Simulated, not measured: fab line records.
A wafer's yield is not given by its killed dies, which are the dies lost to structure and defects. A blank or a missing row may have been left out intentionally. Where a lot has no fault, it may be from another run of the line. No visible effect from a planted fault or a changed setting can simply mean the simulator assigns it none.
The same fault as seen by 2 desks    flow gf180mcu    only its own numbers are on each desk; what lay behind them is given at the end

== AT THE METROLOGY DESK ==
Means of the sampled wafers that have a number, per lot and without regard to the tool the lot ran on: this is what the gauges read. Any lot whose mean is over 4 standard deviations away from the usual mean is out of limits and marked OUT; that distance is given in the brackets.
Columns: A = CONTACT_CVD_00_THK at GF_CONTACT_THK_MEAS_01, usual 299.1 nm
lot   first seen here  A
L290  day 15 09:22     295.8
L291  day 15 14:47     299.5
L296  day 17 22:15     272.4 (-10) OUT
L298  day 18 02:22     285.1 (-5.4) OUT
L300  day 18 17:50     296.8
L305  day 20 14:28     302.3
L306  day 20 20:31     299.5
L307  day 21 06:39     301.2
L308  day 21 13:02     298.7
L310  day 22 10:00     299.6
L311  day 22 17:57     300.2
L313  day 23 06:40     301.8
Per this desk, out of limits: L296, L298; the first was L296, day 17 22:15 (CONTACT_CVD_00_THK at GF_CONTACT_THK_MEAS_01). L290, L291, L300, L305, L306, L307, L308, L310, L311, L313 stayed within limits.

== FOR THE TOOL OWNER'S DESK: hdpcvd-02 ==
The tool's own readings at GF_CONTACT_CVD_00 (deposits SiO2, target thk 300 nm, time 50 s): means of the sampled wafers that have a number, for each lot that ran on this tool. Any lot whose mean is over 4 standard deviations away from the usual mean is out of limits and marked OUT; that distance is given in the brackets.
Columns: A = sih4FlowSccm at GF_CONTACT_CVD_00, usual 60.00 sccm
lot   first seen here  A
L290  day 15 09:19     60.11
L291  day 15 14:43     59.78
L296  day 17 22:12     54.02 (-33) OUT
L298  day 18 02:19     56.73 (-18) OUT
L307  day 21 06:37     60.08
L311  day 22 17:55     59.91
Finding of this desk: L296, L298 out of limits; the first was L296 at day 17 22:12, on sih4FlowSccm at GF_CONTACT_CVD_00. L290, L291, L307, L311 stayed within limits.

== PUT TOGETHER ==
The tool owner's desk had the chance to raise an alarm at day 17 22:12 on L296, L298.
On L296, L298, the metrology desk was in a position to raise an alarm at day 17 22:15.
The lots listed all ran GF_CONTACT_CVD_00 on hdpcvd-02.

== WHAT THE SIMULATOR HAD INSERTED ==
hdpcvd-02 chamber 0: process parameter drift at GF_CONTACT_CVD_00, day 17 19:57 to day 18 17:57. A move of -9 in setting sih4FlowSccm, from 60. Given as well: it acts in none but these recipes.
Lots struck among those shown: L296, L298.
Time in hours from fault onset to the first out-of-limits reading at each desk: tool owner's desk 2, metrology desk 2.
